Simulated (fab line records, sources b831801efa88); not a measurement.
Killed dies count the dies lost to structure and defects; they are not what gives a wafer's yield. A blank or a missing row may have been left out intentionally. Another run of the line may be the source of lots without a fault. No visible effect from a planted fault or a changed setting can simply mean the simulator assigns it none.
Struck lot and sound lot, side by side -- flow sky130 -- 44 out of 708 route steps
Sound: the wafers L898.1, L898.5, L898.6. Wafers struck: L902.2, L902.3, L902.6. The cause is named last.
At each step with rows: each side's tool, then ch and its chambers, then its first start. Under that, the readings that differ: sound wafers -- struck wafers -- difference of the means -- sigmas: that difference in standard deviations of wafers without a fault.
alike: words and numbers the same on both sides, and readings whose means are apart by under 2 such deviations; not compared: readings that were withheld, readings missing a value for some wafer, numbers with overlapping values and no deviation given by the record, and bounds like >300 which may hide the same value.
The two part at a step that has a row with sigmas, a row that says differs or no value, or rows on one side only. Non-overlapping numbers with no deviation appear without sigmas and do not part them. A reading that every wafer of one side lacks parts them only if that side has two wafers or more.

first, 5 steps without rows for these wafers: SKY_FIELD_ISO_WET_ETCH_18 (etches Si3N4 in H3PO4, target depth 25 nm, time 286 s); SKY_FIELD_ISO_CLEAN_19 (cleans in SC1/SC2, time 150 s); SKY_FIELD_ISO_CLEAN_20 (cleans in dHF, time 20 s); SKY_FIELD_ISO_WET_ETCH_21 (etches SiO2 in dHF, target depth 20 nm, time 400 s); SKY_FIELD_ISO_OXIDATION_22 (stabilise 600 s, purge 300 s, target thk 10 nm).
SKY_FIELD_ISO_THK_MEAS_23:
  struck on film_metro-03, day 4 04:00; sound on film_metro-01, day 3 02:31
  alike: FIELD_ISO_OXIDATION_01_THK
then, 1 step without rows for these wafers: SKY_FIELD_ISO_CVD_24 (deposits SiO2, target thk 595 nm, time 99.2 s).
SKY_FIELD_ISO_THK_MEAS_25:
  struck on film_metro-03, day 4 04:08; sound on film_metro-01, day 3 02:39
reading,sound,struck,difference,sigmas
FIELD_ISO_CVD_24_THK (nm),583 589 576,604 606 598,+20,+2
then, 1 step without rows for these wafers: SKY_FIELD_ISO_ANNEAL_26 (time 1800 s).
SKY_FIELD_ISO_CMP_27: polishes, stops on Si3N4, t overpolish 16 s, target thk 457.8 nm.
  sound on cmp-02 ch 0,1, day 3 04:56; struck on cmp-01 ch 0,2,3, day 4 05:47
  alike: motor_current_A, overpolish_run_s, slurry_flow_ml_min, time_to_endpoint_s
then, 2 steps without rows for these wafers: SKY_FIELD_ISO_WET_ETCH_28 (etches SiO2 in dHF, target depth 23.7 nm, time 47 s); SKY_FIELD_ISO_WET_ETCH_29 (etches Si3N4 in H3PO4, target depth 160 nm, time 1825 s).
SKY_FIELD_ISO_WET_ETCH_30: etches SiO2 in dHF, target depth 25 nm, time 48.24 s.
  sound on wet_bench-01 ch 0, day 3 05:43; struck on wet_bench-01 ch 1, day 4 06:32
reading,sound,struck,difference,sigmas
bath_heat_duty_pct (%),7.0 7.1 6.1,0 0 0,-7,-12
temp_c (C),24.89 25.09 25.04,15.96 15.82 16.00,-9.08,-91
model.SiO2_of_FIELD_ISO_CVD_24.thk_nm (nm),404.9 403.4 404.6,416.2 415.3 413.8,+10.8,
then, 2 steps without rows for these wafers: SKY_NWELL_CLEAN_00 (cleans in SC1/SC2, time 150 s); SKY_NWELL_OXIDATION_01 (stabilise 600 s, purge 300 s, target thk 10 nm).
SKY_NWELL_THK_MEAS_02:
  struck on film_metro-03, day 4 08:04; sound on film_metro-02, day 3 07:11
  alike: NWELL_OXIDATION_THK
then, 8 steps without rows for these wafers: SKY_DNWELL_DEHYDRATE_00 (time 60 s); SKY_DNWELL_HMDS_01 (prime time 60 s); SKY_DNWELL_COAT_02 (resist thk 3000 nm); SKY_DNWELL_SOFTBAKE_03; SKY_DNWELL_EXPOSE_04 (exposes mask DNM, target cd 3000 nm); SKY_DNWELL_PEB_05; SKY_DNWELL_DEVELOP_06 (develop time 60 s); SKY_DNWELL_IMPLANT_07.
SKY_DNWELL_STRIP_08: strips in O2/N2.
  sound on plasma_asher-02 ch 0,1, day 3 22:51; struck on plasma_asher-02 ch 0,1, day 5 01:33
reading,sound,struck,difference,sigmas
strip_time_to_endpoint_s (s),36.95 36.91 36.93,37.19 37.12 37.19,+0.24,+2
  alike: drypump_motor_current_A, oes_product_au
  not compared: rf_hours_counter_h
SKY_DNWELL_TW_MEAS_09:
  struck on film_metro-02, day 5 01:42; sound on film_metro-03, day 3 22:57
  alike: DNWELL_TW
then, 7 steps without rows for these wafers: SKY_PWDE_DEHYDRATE_00 (time 60 s); SKY_PWDE_HMDS_01 (prime time 60 s); SKY_PWDE_COAT_02 (resist thk 3000 nm); SKY_PWDE_SOFTBAKE_03; SKY_PWDE_EXPOSE_04 (exposes mask PWDEM, target cd 840 nm); SKY_PWDE_PEB_05; SKY_PWDE_DEVELOP_06 (develop time 60 s).
SKY_PWDE_OVL_MEAS_07:
  struck on overlay-02, day 5 18:52; sound on overlay-01, day 4 15:13
  alike: PWDE_OVL
after that, 1 step had no rows for these wafers: SKY_PWDE_IMPLANT_08.
SKY_PWDE_STRIP_09: strips in O2/N2.
  sound on plasma_asher-02 ch 0,1, day 4 15:24; struck on plasma_asher-04 ch 1, day 5 19:02
  alike: drypump_motor_current_A, oes_product_au, strip_time_to_endpoint_s
  not compared: rf_hours_counter_h
SKY_PWDE_TW_MEAS_10:
  struck on film_metro-02, day 5 19:09; sound on film_metro-03, day 4 15:30
  alike: PWDE_TW
then, 5 steps without rows for these wafers: SKY_NWELL_DEHYDRATE_03 (time 60 s); SKY_NWELL_HMDS_04 (prime time 60 s); SKY_NWELL_COAT_05 (resist thk 3000 nm); SKY_NWELL_SOFTBAKE_06; SKY_NWELL_EXPOSE_07 (exposes mask NWM, target cd 840 nm).
-- the record jumps here: 25 days lie between the struck wafers' starts before and after (it left off in module NWELL and takes up again in module SALICIDE, whose first step shown is number 361 of the route) --
SKY_SALICIDE_CLEAN_00: cleans in HF-last, time 30 s.
  sound on wet_bench-01 ch 1, day 29 00:48; struck on wet_bench-01 ch 0, day 30 20:38
reading,sound,struck,difference,sigmas
model.SiO2_of_FIELD_ISO_CVD_24.thk_nm (nm),359.9 358.1 359.4,370.1 369.1 367.6,+9.8,
-- the record jumps here: 17 days lie between the struck wafers' starts before and after (it left off in module SALICIDE and takes up again in module PAD_OPEN, whose first step shown is number 708 of the route) --
SKY_PAD_OPEN_PROBE_99:
  struck on prober-01, day 47 22:02; sound on prober-02, day 46 15:35
reading,sound,struck,difference,sigmas
model.etest.sram_nfet_pass.off_log10_a_um,-12.56 -12.42 -12.85,-13.31 -12.96 -13.06,-0.50,
model.etest.sram_nfet_pass.vt_v (V),0.6638 0.6446 0.6756,0.7297 0.6854 0.6915,+0.0409,
  alike: killed_at_M0_to_M3, killed_at_M4_up, killed_at_contacts, killed_at_front_end, killed_at_other, killed_dies, killed_open, killed_short

## WHERE THEY PART
At SKY_FIELD_ISO_THK_MEAS_25 first; at SKY_DNWELL_STRIP_08 last (within this record only). Later steps at which nothing parts them and some readings are alike: SKY_DNWELL_TW_MEAS_09, SKY_PWDE_OVL_MEAS_07, SKY_PWDE_STRIP_09, SKY_PWDE_TW_MEAS_10, SKY_PAD_OPEN_PROBE_99.

WHY: whatever the simulator had introduced
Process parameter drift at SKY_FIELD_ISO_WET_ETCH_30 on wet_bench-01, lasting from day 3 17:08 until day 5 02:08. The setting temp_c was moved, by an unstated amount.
